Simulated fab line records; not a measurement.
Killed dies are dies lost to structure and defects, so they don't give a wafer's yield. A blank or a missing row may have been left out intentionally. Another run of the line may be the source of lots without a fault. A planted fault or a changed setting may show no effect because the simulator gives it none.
Chamber matching ; flow sky130 ; SKY_VIA2_CMP_24 on cmp-01 has 4 sister chambers
The step polishes, stops on SiO2, t overpolish 20 s, target thk 0 nm. 16 wafers are shown with their chamber, then 8 later ones without.

WAFERS, EACH WITH ITS CHAMBER
wafer;chamber;motorCurrentA (A);timeToEndpointS (s);overpolishRunS (s)
L080.1;3;9.8;106;20.002
L080.2;2;12.0;101;19.990
L080.3;0;9.9;107;20.025
L080.4;1;12.8;107;19.996
L080.5;3;9.9;105;19.982
L080.6;2;11.7;101;19.988
L081.1;2;11.0;100;19.999
L081.2;0;10.3;106;19.996
L081.3;3;9.3;103;19.986
L081.4;1;12.3;104;20.011
L081.5;3;9.8;102;19.996
L081.6;0;10.3;107;20.009
L087.1;3;9.5;105;19.992
L087.2;0;10.2;108;19.983
L087.3;1;11.7;107;19.986
L087.4;2;11.1;104;20.001

SIGNATURES (means of the wafers above)
reading;chamber 0;chamber 1;chamber 2;chamber 3;scatter within a chamber
motorCurrentA;10.175;12.267;11.450;9.660;0.372
timeToEndpointS;107.00;106.00;101.50;104.20;1.52
overpolishRunS;20.00325;19.99767;19.99450;19.99160;0.0118
Rule: a wafer's distance from a chamber is the root of the sum, over the readings, of the square of ((its reading less the chamber's mean) divided by the reading's scatter). The wafer belongs to the nearest chamber; if the next one is less than 2 further off, it can't be placed. The scatter: the root of (the sum of the squares of (reading less its chamber's mean) over the shown wafers, divided by (wafers less chambers)).

WAFERS WHOSE CHAMBER IS MISSING
wafer;motorCurrentA (A);timeToEndpointS (s);overpolishRunS (s)
L087.5;10.0;105;20.007
L087.6;10.0;103;19.981
L088.1;12.2;101;20.003
L088.2;12.3;104;19.990
L088.3;9.2;103;20.005
L088.4;10.3;108;19.990
L088.5;9.7;103;20.006
L088.6;10.3;109;19.994

CHAMBER TAKEN BY EACH
wafer;from the rows above;in truth
L087.5;can't be placed: 0 or 3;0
L087.6;can't be placed: 3 or 0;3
L088.1;can't be placed: 2 or 1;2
L088.2;can't be placed: 1 or 2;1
L088.3;can't be placed: 3 or 0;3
L088.4;can't be placed: 0 or 3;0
L088.5;can't be placed: 3 or 0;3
L088.6;0;0
Correct placement for 1 of the 8. Not placeable from these rows: 7 (in 7, the candidates include the true chamber). 0 placed wrongly.
